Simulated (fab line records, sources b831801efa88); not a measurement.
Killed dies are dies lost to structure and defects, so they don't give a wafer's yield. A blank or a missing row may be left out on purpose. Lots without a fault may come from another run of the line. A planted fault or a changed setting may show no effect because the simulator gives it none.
Split-lot experiment | flow gf180mcu | 5 lots, 23 wafers read, on a route of 602 steps

THE SPLIT
At GF_NSD_IMPLANT_09, the setting energy_kev was moved away from the recipe's 60 on 9 of the 23 wafers read, by -8.0% to +4.5%. The other wafers ran this setting at the recipe's value.

FROM THE SPLIT TO THE READING: what the file shows between them, 7 steps
- GF_NSD_IMPLANT_10
- GF_NSD_STRIP_11: strips in O2/N2
- GF_NSD_TW_MEAS_12
- GF_PSD_IMPLANT_09 (also split here: energy_kev)
- GF_PSD_STRIP_10: strips in O2/N2
- GF_PSD_CLEAN_12: cleans in SC1/SC2, time 150 s
- GF_PSD_RTA_13: time 20 s

THE READING
NSD_RS, in ohm/sq, at GF_PSD_RS_MEAS_14 (measures by four-point-probe). Fault-free wafers of this fab line usually give 46.06 ohm/sq, standard deviation 0.081 ohm/sq.

wafer  | tool, chamber at the split | energy_kev as run | against the recipe | NSD_RS, ohm/sq | against lot-mates on the recipe
L074.1 | implanter-01, 0            | 60                | recipe             | 46.08          | -
L074.2 | implanter-01, 0            | 60                | recipe             | 46.08          | -
L074.3 | implanter-01, 0            | 60                | recipe             | 46.04          | -
L078.1 | implanter-02, 0            | 60                | recipe             | 46.08          | -
L078.2 | implanter-02, 0            | 55.18             | -8.0%              | 47.40          | +1.32
L078.3 | implanter-02, 0            | 60                | recipe             | 46.08          | -
L078.4 | implanter-02, 0            | 55.18             | -8.0%              | 47.44          | +1.36
L078.6 | implanter-02, 0            | 55.18             | -8.0%              | 47.39          | +1.31
L081.1 | implanter-02, 0            | 60                | recipe             | 46.15          | -
L081.3 | implanter-02, 0            | 60                | recipe             | 46.13          | -
L081.4 | implanter-02, 0            | 62.71             | +4.5%              | 45.29          | -0.82
L081.5 | implanter-02, 0            | 60                | recipe             | 46.04          | -
L081.6 | implanter-02, 0            | 62.71             | +4.5%              | 45.28          | -0.83
L082.1 | implanter-02, 0            | 60                | recipe             | 46.07          | -
L082.3 | implanter-02, 0            | 60                | recipe             | 46.01          | -
L082.4 | implanter-02, 0            | 55.66             | -7.2%              | 47.30          | +1.22
L082.5 | implanter-02, 0            | 55.66             | -7.2%              | 47.36          | +1.28
L082.6 | implanter-02, 0            | 60                | recipe             | 46.17          | -
L085.1 | implanter-02, 0            | 60                | recipe             | 45.95          | -
L085.2 | implanter-02, 0            | 60                | recipe             | 46.00          | -
L085.3 | implanter-02, 0            | 60                | recipe             | 46.10          | -
L085.4 | implanter-02, 0            | 57.25             | -4.6%              | 46.88          | +0.86
L085.6 | implanter-02, 0            | 57.25             | -4.6%              | 46.76          | +0.74

THE FIT
A straight line over all 23 wafers: NSD_RS changes by -0.17 ohm/sq for each +1% of energy_kev; r = -1.00; the points scatter about the line by 0.054 ohm/sq.
The same after taking each lot's own level away (the mean of its wafers on the recipe; 23 wafers): -0.171 ohm/sq for each +1%; r = -1.00; scatter 0.05 ohm/sq.
On that fit, the largest move of energy_kev shifts the reading by 1.4 ohm/sq.
The lots' own levels span 46.017 to 46.107 ohm/sq, that is 1.1 times the standard deviation above.
So the lot-to-lot level changes the slope little: the two slopes agree.
Check: with one of the wafers moved furthest among these (-8.0%) left out of the fit, the line predicts +1.38 ohm/sq for it against its lot-mates. It came out at +1.32 ohm/sq against them.

OTHER SPLITS ON THESE WAFERS
These wafers also went through other splits before the reading. Each is held against what the fit with the lots' levels taken away leaves over:
other split on the same wafers      | wafers away from the commonest value | r with NSD_RS (lot level and that fit taken away)
GF_HV_LDD_SOFTBAKE_27 temp_c        | 7                                    | -0.03
GF_HV_LDD_COAT_41 spin_rpm          | 10                                   | +0.22
GF_HV_LDD_DEVELOP_45 develop_time_s | 10                                   | -0.47
GF_NSD_DEVELOP_06 dev_temp_c        | 7                                    | +0.20
GF_PSD_IMPLANT_09 energy_kev        | 9                                    | -0.10

THE WHOLE CHAIN: every reading that the file lists as answering this split, in the file's order
step              | what it does                 | reading                                                         | change (the file's fit)               | r (the file's)
GF_NSD_IMPLANT_09 |                              | implant.rp_nm (the simulator's own value, which no gauge read)  | +0.312 nm for each +1% of the setting | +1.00
GF_NSD_IMPLANT_09 |                              | implant.drp_nm (the simulator's own value, which no gauge read) | +0.124 nm for each +1% of the setting | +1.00
GF_NSD_STRIP_11   | strips in O2/N2              | strip_time_to_endpoint_s                                        | withheld for each +1% of the setting  | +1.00
GF_NSD_TW_MEAS_12 |                              | NSD_TW                                                          | +10.9 for each +1% of the setting     | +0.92
GF_PSD_RS_MEAS_14 | measures by four-point-probe | NSD_RS                                                          | -0.171 for each +1% of the setting    | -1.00

THE FILE'S OWN FIT
NSD_RS changes by -0.171 ohm/sq for each +1% of energy_kev, r = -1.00.
